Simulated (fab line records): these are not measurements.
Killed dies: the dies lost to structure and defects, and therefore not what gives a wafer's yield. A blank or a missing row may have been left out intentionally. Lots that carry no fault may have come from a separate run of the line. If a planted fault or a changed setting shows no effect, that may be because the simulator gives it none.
Matching of chambers    flow sfq line    rie diel-03 running SFQ_TRILAYER_I1_VIA_ETCH_VIA_ETCH_052: 4 sister chambers
The step etches SiO2 in CHF3, stops on Nb, target depth 260 nm. 8 wafers are shown with their chamber, then 6 later ones without.

== WAFERS, EACH WITH ITS CHAMBER ==
wafer   chamber  drypump motor current A (A)  oes product au (a.u.)
L793.5  3        6.3                          0.859
L795.4  1        5.2                          0.860
L796.6  0        6.1                          0.853
L798.1  0        6.1                          0.856
L798.4  2        6.7                          0.853
L803.3  2        6.7                          0.848
L803.4  3        6.3                          0.868
L803.5  1        5.3                          0.858

== WAFERS WITHOUT THEIR CHAMBER ==
wafer   drypump motor current A (A)  oes product au (a.u.)
L811.2  6.3                          0.858
L811.3  5.2                          0.854
L811.6  5.2                          0.854
L813.2  6.1                          0.854
L813.3  6.3                          0.867
L813.4  6.7                          0.854

== WHICH CHAMBER EACH ONE RAN IN ==
wafer   from the rows above  in truth
L811.2  3                    3
L811.3  1                    1
L811.6  1                    1
L813.2  0                    0
L813.3  3                    3
L813.4  2                    2
Correct placement for 6 of the 6. Left unplaced by these rows: 0. 0 placed wrongly.
How it was worked out, from the rows above alone: a wafer's distance from a chamber is the root of the sum, over the readings, of the square of ((its reading less the chamber's mean) divided by the reading's scatter). The wafer belongs to the nearest chamber; if the next one is less than 2 further off, it can't be placed. The mean given for a chamber averages the wafers shown for that chamber. The scatter is the square root of a quotient: the sum, over the shown wafers, of each reading's squared deviation from its chamber's mean, divided by wafers minus chambers.
